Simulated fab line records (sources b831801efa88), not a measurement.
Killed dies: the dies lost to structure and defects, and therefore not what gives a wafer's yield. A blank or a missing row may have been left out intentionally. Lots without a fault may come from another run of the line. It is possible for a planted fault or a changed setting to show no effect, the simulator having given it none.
The tool behind it: which one? ; flow sky130 ; 13 lots, 39 wafers sampled, at 3 steps of a route of 708

== WHAT THE GAUGES SHOWED, per wafer ==
SKY_LI_CONTACT_CD_MEAS_12: the cd target is 170 nm. Usual: cd_nm reads 169.8 nm (standard deviation 1.8).
lot;measured;on;cd_nm (nm);flag
L784;day 29 06:23;cd_sem-01;169.6 171.3 170.5;
L785;day 29 19:26;cd_sem-02;168.6 170.2 168.3;
L788;day 31 07:17;cd_sem-01;172.8 171.6 173.0;
L789;day 31 10:31;cd_sem-02;170.4 168.6 169.6;
L790;day 32 02:19;cd_sem-02;172.9 173.5 172.5;
L792;day 32 08:18;cd_sem-01;169.7 169.6 168.4;
L793;day 32 11:49;cd_sem-02;167.8 168.6 168.2;
L794;day 32 22:40;cd_sem-02;171.3 170.7 171.4;
L795;day 33 07:49;cd_sem-02;169.3 169.1 168.9;
L798;day 34 21:03;cd_sem-01;170.6 170.7 169.4;
L803;day 36 20:34;cd_sem-01;169.2 169.3 169.5;
L804;day 36 20:16;cd_sem-02;170.5 172.0 170.6;
L805;day 37 00:44;cd_sem-01;168.9 169.6 169.2;

SKY_LOCAL_INTERCONNECT_RS_MEAS_01: measurement is done with a four-point probe. Usual: LOCAL_INTERCONNECT_TIN_RS 14.12 ohm/sq, standard deviation 0.17.
lot;measured;on;LOCAL_INTERCONNECT_TIN_RS (ohm/sq);flag
L784;day 29 07:47;film_metro-04;13.99 13.98 13.84;
L785;day 29 20:50;film_metro-03;14.30 14.13 13.99;
L788;day 31 08:40;film_metro-02;14.33 14.23 14.32;
L789;day 31 11:54;film_metro-03;14.27 14.30 14.15;
L790;day 32 03:42;film_metro-03;14.23 13.91 14.08;
L792;day 32 09:41;film_metro-02;14.38 14.46 14.22;
L793;day 32 13:13;film_metro-04;14.33 13.97 14.33;
L794;day 33 00:03;film_metro-02;14.11 14.18 13.90;
L795;day 33 09:11;film_metro-04;14.14 14.05 14.16;
L798;day 34 22:27;film_metro-02;14.30 14.07 14.39;
L803;day 36 21:57;film_metro-02;14.19 14.18 14.46;
L804;day 36 21:40;film_metro-03;14.03 13.76 13.99;
L805;day 37 02:07;film_metro-02;14.14 13.94 14.19;

== TOOL THAT RAN EACH LOT (tool first, then ch and the chambers of the sampled wafers, then the start) ==
lot;SKY_LDD_N_EXPOSE_04
L784;iline_stepper-02 ch 0, day 17 08:40
L785;iline_stepper-02 ch 0, day 17 21:59
L788;iline_stepper-01 ch 0, day 19 17:41
L789;iline_stepper-02 ch 0, day 19 19:27
L790;iline_stepper-01 ch 0, day 20 14:02
L792;iline_stepper-02 ch 0, day 20 19:15
L793;iline_stepper-01 ch 0, day 20 23:46
L794;iline_stepper-02 ch 0, day 21 10:24
L795;iline_stepper-01 ch 0, day 21 20:47
L798;iline_stepper-01 ch 0, day 23 08:48
L803;iline_stepper-01 ch 0, day 25 18:54
L804;iline_stepper-02 ch 0, day 25 20:01
L805;iline_stepper-01 ch 0, day 26 03:04
- SKY_LDD_N_EXPOSE_04: exposes mask NTM, target cd 840 nm.

== AS READ BY THE TOOLS THEMSELVES (means over the sampled wafers that have a number; for cases with no such wafer, the mark the record gives instead) ==
The record holds no such reading with a usual standard deviation.

== THE ANSWER, worked out from the rows above alone ==
Rule: lot off if the mean of its wafers having a number is beyond 3 standard deviations from the usual mean. Also off: a lot with no number at a reading for which 4 or more lots have one. Where the step has rows for the other lots, those lots are counted as sound. After the gauges, taken in route order, come the tools' own readings; for these a lot's mean is taken, as printed above. At the first step where some lot is off, the reading lying furthest off is the one used; lots without a number count as furthest.
None of the lots is off at any reading shown; this tells nothing.

== WHAT THE SIMULATOR HAD INSERTED ==
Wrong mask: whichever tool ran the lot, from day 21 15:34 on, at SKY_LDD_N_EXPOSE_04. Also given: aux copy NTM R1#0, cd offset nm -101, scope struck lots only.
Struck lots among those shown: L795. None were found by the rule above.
